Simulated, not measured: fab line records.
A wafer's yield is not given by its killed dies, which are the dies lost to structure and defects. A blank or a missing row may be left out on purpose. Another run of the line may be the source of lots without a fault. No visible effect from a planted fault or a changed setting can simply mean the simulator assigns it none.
Which tool is to blame?    flow sfqLine    15 lots with 45 wafers sampled at 4 steps, on a route of 325 steps

WHAT THE GAUGES SHOWED, per wafer
The record holds no reading of a measuring or inspecting step that can be judged against a usual standard deviation.

TOOL THAT RAN EACH LOT (tool first, then ch and the chambers of the sampled wafers, then the start)
lot   SFQ_TRILAYER_I6_VIA_LITHO_EXPOSE_170  SFQ_TRILAYER_I6_VIA_STRIP_STRIP_173  SFQ_TRILAYER_M7_DEP_SPUTTER_175  SFQ_TRILAYER_M7_ETCH_METAL_ETCH_180
L555  krfScanner-01 ch 0, day 59 10:17      rieMetal-04 ch 0,1, day 59 11:34     pvdSputter-04, day 59 12:10      rieMetal-01 ch 0,1, day 64 08:10
L559  krfScanner-01 ch 0, day 61 01:02      rieMetal-01 ch 0,1, day 61 02:31     pvdSputter-03, day 61 03:19      rieMetal-01 ch 0,1, day 65 18:55
L560  krfScanner-02 ch 0, day 61 09:13      rieMetal-01 ch 0,1, day 61 10:41     pvdSputter-04, day 61 11:30      rieMetal-02 ch 0,1, day 66 00:55
L562  krfScanner-01, day 61 18:44           rieMetal-03 ch 0,1, day 61 20:25     pvdSputter-03, day 61 21:13      rieMetal-01 ch 0,1, day 66 12:55
L563  krfScanner-01, day 61 23:32           rieMetal-04 ch 0, day 62 01:13       pvdSputter-05, day 62 02:01      rieMetal-01 ch 1, day 66 16:49
L564  krfScanner-02, day 62 01:33           rieMetal-03 ch 0,1, day 62 03:14     pvdSputter-04, day 62 04:02      rieMetal-04 ch 0,1, day 66 20:02
L565  krfScanner-02 ch 0, day 62 02:45      rieMetal-01 ch 0,1, day 62 04:26     pvdSputter-03, day 62 05:14      rieMetal-02 ch 0,1, day 66 22:26
L568  krfScanner-02 ch 0, day 62 06:33      rieMetal-01 ch 0,1, day 62 08:02     pvdSputter-03, day 62 08:50      rieMetal-04 ch 1, day 67 02:10
L569  krfScanner-02 ch 0, day 62 07:33      rieMetal-03 ch 0,1, day 62 09:14     pvdSputter-05, day 62 10:02      rieMetal-01 ch 0,1, day 67 03:22
L570  krfScanner-02 ch 0, day 62 08:57      rieMetal-01 ch 0,1, day 62 10:26     pvdSputter-04, day 62 11:14      rieMetal-04 ch 0,1, day 67 04:34
L571  krfScanner-02 ch 0, day 62 09:57      rieMetal-01 ch 0,1, day 62 11:38     pvdSputter-03, day 62 12:26      rieMetal-01 ch 1, day 67 05:46
L572  krfScanner-01 ch 0, day 67 11:34      rieMetal-04 ch 0,1, day 67 13:04     pvdSputter-04, day 67 13:53      rieMetal-01 ch 0, day 67 16:37
L573  krfScanner-01 ch 0, day 67 16:22      rieMetal-03 ch 1, day 67 18:04       pvdSputter-03, day 67 19:16      rieMetal-01 ch 0,1, day 67 22:57
L574  krfScanner-01 ch 0, day 67 22:10      rieMetal-03 ch 0, day 67 23:52       pvdSputter-04, day 68 00:40      rieMetal-01 ch 1, day 68 03:17
L577  krfScanner-02 ch 0, day 70 00:01      rieMetal-03 ch 0,1, day 70 01:43     pvdSputter-05, day 70 02:31      rieMetal-02 ch 0,1, day 72 14:48
- SFQ_TRILAYER_I6_VIA_LITHO_EXPOSE_170: exposes mask I6, target cd 700 nm.
- SFQ_TRILAYER_I6_VIA_STRIP_STRIP_173: strips in O2.
- SFQ_TRILAYER_M7_DEP_SPUTTER_175: material Nb, target thk 200 nm, time 133.3 s.
- SFQ_TRILAYER_M7_ETCH_METAL_ETCH_180: etches Nb in Cl2/Ar, stops on SiO2, target depth 240 nm, time 120 s.

AS READ BY THE TOOLS THEMSELVES (means over the sampled wafers that have a number; for cases with no such wafer, the mark the record gives instead)
SFQ_TRILAYER_I6_VIA_LITHO_EXPOSE_170.
lot   tool           exposureDoseMJCm2  focusOffsetNm (nm)
L555  krfScanner-01  21.293             -0.5
L559  krfScanner-01  21.271             0.2
L560  krfScanner-02  21.292             -0.2
L562  krfScanner-01  -                  -
L563  krfScanner-01  -                  -
L564  krfScanner-02  -                  -
L565  krfScanner-02  21.303             -0.6
L568  krfScanner-02  21.287             -0.3
L569  krfScanner-02  21.330             -0.5
L570  krfScanner-02  21.304             0.3
L571  krfScanner-02  21.302             -0.1
L572  krfScanner-01  21.296             0.3
L573  krfScanner-01  21.300             0.5
L574  krfScanner-01  21.299             0.2
L577  krfScanner-02  21.298             0.6

SFQ_TRILAYER_I6_VIA_STRIP_STRIP_173.
lot   tool         drypumpMotorCurrentA (A)  oesProductAu (a.u.)
L555  rieMetal-04  6.04                      1.013
L559  rieMetal-01  5.83                      0.985
L560  rieMetal-01  5.80                      0.996
L562  rieMetal-03  5.87                      1.001
L563  rieMetal-04  6.35                      1.011
L564  rieMetal-03  5.90                      1.001
L565  rieMetal-01  5.83                      0.997
L568  rieMetal-01  5.84                      0.996
L569  rieMetal-03  5.95                      0.995
L570  rieMetal-01  5.80                      1.005
L571  rieMetal-01  5.78                      0.996
L572  rieMetal-04  6.08                      0.993
L573  rieMetal-03  5.97                      1.006
L574  rieMetal-03  5.86                      0.998
L577  rieMetal-03  5.92                      1.004

SFQ_TRILAYER_M7_DEP_SPUTTER_175.
lot   tool           throttleValvePct (%)
L555  pvdSputter-04  30.4
L559  pvdSputter-03  29.4
L560  pvdSputter-04  30.0
L562  pvdSputter-03  29.8
L563  pvdSputter-05  30.3
L564  pvdSputter-04  29.8
L565  pvdSputter-03  29.5
L568  pvdSputter-03  29.9
L569  pvdSputter-05  31.0
L570  pvdSputter-04  30.1
L571  pvdSputter-03  29.5
L572  pvdSputter-04  30.4
L573  pvdSputter-03  29.2
L574  pvdSputter-04  30.5
L577  pvdSputter-05  30.2

SFQ_TRILAYER_M7_ETCH_METAL_ETCH_180.
lot   tool         drypumpMotorCurrentA (A)  oesProductAu (a.u.)
L555  rieMetal-01  5.79                      0.895
L559  rieMetal-01  5.79                      0.893
L560  rieMetal-02  5.85                      0.893
L562  rieMetal-01  5.79                      0.881
L563  rieMetal-01  5.84                      0.893
L564  rieMetal-04  5.74                      0.897
L565  rieMetal-02  5.83                      0.892
L568  rieMetal-04  5.41                      0.893
L569  rieMetal-01  5.81                      0.886
L570  rieMetal-04  6.07                      0.902
L571  rieMetal-01  5.86                      0.899
L572  rieMetal-01  5.77                      0.901
L573  rieMetal-01  5.80                      0.896
L574  rieMetal-01  5.85                      0.895
L577  rieMetal-02  6.01                      0.893

THE ANSWER, worked out from the rows above alone
Rule: the usual values come from the lots themselves. The widest of any qualifying gaps counts: lots, ordered by their means at a reading, are off when they make up no more than a third of the lots, leave a main group of 4 or more, and stand apart from it by 3 or more times the standard deviation of that group's means. Not used: any main group whose means are identical at the precision the tables above print for the reading. A lot without any number at a reading at which 4 lots or more have one is off too. All remaining lots with rows at the step are treated as sound. The gauges are gone through in route order, then the tools' own readings, and for those a lot's mean is taken as printed above. At the first step where some lot is off, the reading lying furthest off is the one used; lots without a number count as furthest.
Off: L562, L563, L564, at SFQ_TRILAYER_I6_VIA_LITHO_EXPOSE_170 (exposureDoseMJCm2). Without a number there: L562, L563, L564. Mean 21.298 and standard deviation 0.013 in the main group.
A tool fits if, at that step or a process step before it, it ran every lot that is off, and no sound lot after the first of them. No candidate that was tried fits.

WHAT THE SIMULATOR HAD INSERTED
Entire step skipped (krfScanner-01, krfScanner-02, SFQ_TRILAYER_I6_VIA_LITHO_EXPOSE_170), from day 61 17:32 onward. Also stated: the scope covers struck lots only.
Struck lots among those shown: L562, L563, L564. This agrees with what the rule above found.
